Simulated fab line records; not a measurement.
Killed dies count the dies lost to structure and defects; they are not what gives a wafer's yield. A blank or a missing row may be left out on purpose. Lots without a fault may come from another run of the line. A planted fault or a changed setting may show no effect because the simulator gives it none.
A struck lot beside a sound one | flow gf180mcu | 44 steps out of a route of 602
Sound: wafers L652.2, L652.3, L652.4. Wafers L657.1, L657.2, L657.6 were the ones struck. At the end, the cause is stated.
At each step with rows: each side's tool, then ch and its chambers, then its first start. Under that, the readings that differ: sound wafers | struck wafers | difference of the means | sigmas: that difference in standard deviations of wafers without a fault.
alike: same words and numbers on both sides, and readings whose means sit less than 2 such deviations apart. not compared: any withheld reading, any reading some wafer has no value for, any bound like >300 that may hide the same value, and any number with overlapping values for which the record gives no deviation.
A row with sigmas, a row that says differs or no value, or rows on one side alone: a step with any of these is where the two part. When numbers do not overlap yet have no deviation, they are printed without sigmas and do not part them. Lack of a reading on every wafer of one side parts them only where that side has two or more wafers.

first, 2 steps without rows for these wafers: GF_MVSD_IMPLANT_08; GF_MVSD_IMPLANT_09.
GF_MVSD_STRIP_10: strips in O2/N2.
  sound on plasma-asher-02 ch 0,1, day 5 20:23; struck on plasma-asher-01 ch 0,1, day 7 02:16
  alike: drypump-motor-current-A, heater-power-w, n2-flow-sccm, oes-product-au, strip-time-to-endpoint-s
  not compared: rf-hours-counter-h
GF_MVSD_TW_MEAS_11:
  sound: film-metro-01 at day 5 20:29; struck: film-metro-04 at day 7 02:22
  alike: MVSD_TW
then, 7 steps without rows for these wafers: GF_MVPSD_DEHYDRATE_00 (time 60 s); GF_MVPSD_HMDS_01 (prime time 60 s); GF_MVPSD_COAT_02 (resist thk 3000 nm); GF_MVPSD_SOFTBAKE_03; GF_MVPSD_EXPOSE_04 (exposes mask MVPSD, target cd 1000 nm); GF_MVPSD_PEB_05; GF_MVPSD_DEVELOP_06 (develop time 60 s).
GF_MVPSD_OVL_MEAS_07:
  sound: overlay-02 at day 6 11:11; struck: overlay-01 at day 7 17:41
  alike: MVPSD_OVL
GF_MVPSD_IMPLANT_08:
  sound on implanter-02 ch 0, day 6 11:14; struck on implanter-01 ch 0, day 7 17:43
  reading            | sound               | struck            | difference | sigmas
  tilt-deg (degrees) | -0.013 -0.040 0.002 | 3.873 3.850 3.882 | +3.885     | +99 or more
  alike: end-station-pressure-torr
following that, these wafers have no rows for 1 step: GF_MVPSD_IMPLANT_09.
GF_MVPSD_STRIP_10: strips in O2/N2.
  sound on plasma-asher-03 ch 0,1, day 6 11:31; struck on plasma-asher-02 ch 0,1, day 7 18:01
  alike: drypump-motor-current-A, heater-power-w, n2-flow-sccm, oes-product-au, strip-time-to-endpoint-s
  not compared: rf-hours-counter-h
GF_MVPSD_TW_MEAS_11:
  sound: film-metro-04 at day 6 11:38; struck: film-metro-01 at day 7 18:07
  reading  | sound       | struck      | difference | sigmas
  MVPSD_TW | 548 549 549 | 609 609 611 | +61        | +14
then, 7 steps without rows for these wafers: GF_VT_IMPLANT_DEHYDRATE_00 (time 60 s); GF_VT_IMPLANT_HMDS_01 (prime time 60 s); GF_VT_IMPLANT_COAT_02 (resist thk 1000 nm); GF_VT_IMPLANT_SOFTBAKE_03 (time 60 s); GF_VT_IMPLANT_EXPOSE_04 (exposes mask LVPWELL LV AREA, target cd 600 nm); GF_VT_IMPLANT_PEB_05; GF_VT_IMPLANT_DEVELOP_06 (develop time 60 s).
GF_VT_IMPLANT_OVL_MEAS_07:
  sound: overlay-01 at day 7 02:32; struck: overlay-01 at day 8 10:01
  alike: VT_IMPLANT_OVL
following that, these wafers have no rows for 1 step: GF_VT_IMPLANT_IMPLANT_08.
GF_VT_IMPLANT_STRIP_09: strips in O2/N2.
  sound on plasma-asher-02 ch 0,1, day 7 02:43; struck on plasma-asher-01 ch 0,1, day 8 10:13
  alike: drypump-motor-current-A, heater-power-w, n2-flow-sccm, oes-product-au, strip-time-to-endpoint-s
  not compared: rf-hours-counter-h
GF_VT_IMPLANT_TW_MEAS_10:
  sound: film-metro-04 at day 7 02:49; struck: film-metro-02 at day 8 10:19
  alike: VT_IMPLANT_TW
then, 7 steps without rows for these wafers: GF_VT_IMPLANT_DEHYDRATE_11 (time 60 s); GF_VT_IMPLANT_HMDS_12 (prime time 60 s); GF_VT_IMPLANT_COAT_13 (resist thk 1000 nm); GF_VT_IMPLANT_SOFTBAKE_14 (time 60 s); GF_VT_IMPLANT_EXPOSE_15 (exposes mask Nwell LV AREA, target cd 860 nm); GF_VT_IMPLANT_PEB_16; GF_VT_IMPLANT_DEVELOP_17 (develop time 60 s).
GF_VT_IMPLANT_OVL_MEAS_18:
  sound: overlay-01 at day 7 18:11; struck: overlay-01 at day 9 03:20
  alike: VT_IMPLANT_01_OVL
following that, these wafers have no rows for 1 step: GF_VT_IMPLANT_IMPLANT_19.
GF_VT_IMPLANT_STRIP_20: strips in O2/N2.
  sound on plasma-asher-02 ch 0,1, day 7 18:22; struck on plasma-asher-02 ch 0,1, day 9 03:31
  alike: drypump-motor-current-A, heater-power-w, n2-flow-sccm, oes-product-au, strip-time-to-endpoint-s
  not compared: rf-hours-counter-h
GF_VT_IMPLANT_TW_MEAS_21:
  sound: film-metro-04 at day 7 18:28; struck: film-metro-04 at day 9 03:37
  alike: VT_IMPLANT_2_TW
then, 4 steps without rows for these wafers: GF_VT_IMPLANT_DEHYDRATE_22 (time 60 s); GF_VT_IMPLANT_HMDS_23 (prime time 60 s); GF_VT_IMPLANT_COAT_24 (resist thk 1000 nm); GF_VT_IMPLANT_SOFTBAKE_25 (time 60 s).
GF_VT_IMPLANT_RS_MEAS_49: a four-point-probe measurement.
  sound: film-metro-03 at day 9 04:30; struck: film-metro-03 at day 10 15:32
  reading           | sound                | struck               | difference | sigmas
  MVPSD_RS (ohm/sq) | 1168.8 1168.6 1167.2 | 1333.1 1333.7 1335.2 | +165.8     | +64
GF_PASSIVATION_PROBE_99:
  rows exist in the record for the sound wafers here (prober-01, day 30 19:22), none for the struck ones

== WHERE THEY PART ==
Last at GF_PASSIVATION_PROBE_99 as far as this record goes, first at GF_MVPSD_IMPLANT_08.

WHY: whatever the simulator had introduced
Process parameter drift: implanter-01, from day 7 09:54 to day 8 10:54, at GF_MVPSD_IMPLANT_08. A move of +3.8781 in setting tilt-deg, from 0. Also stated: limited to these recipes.
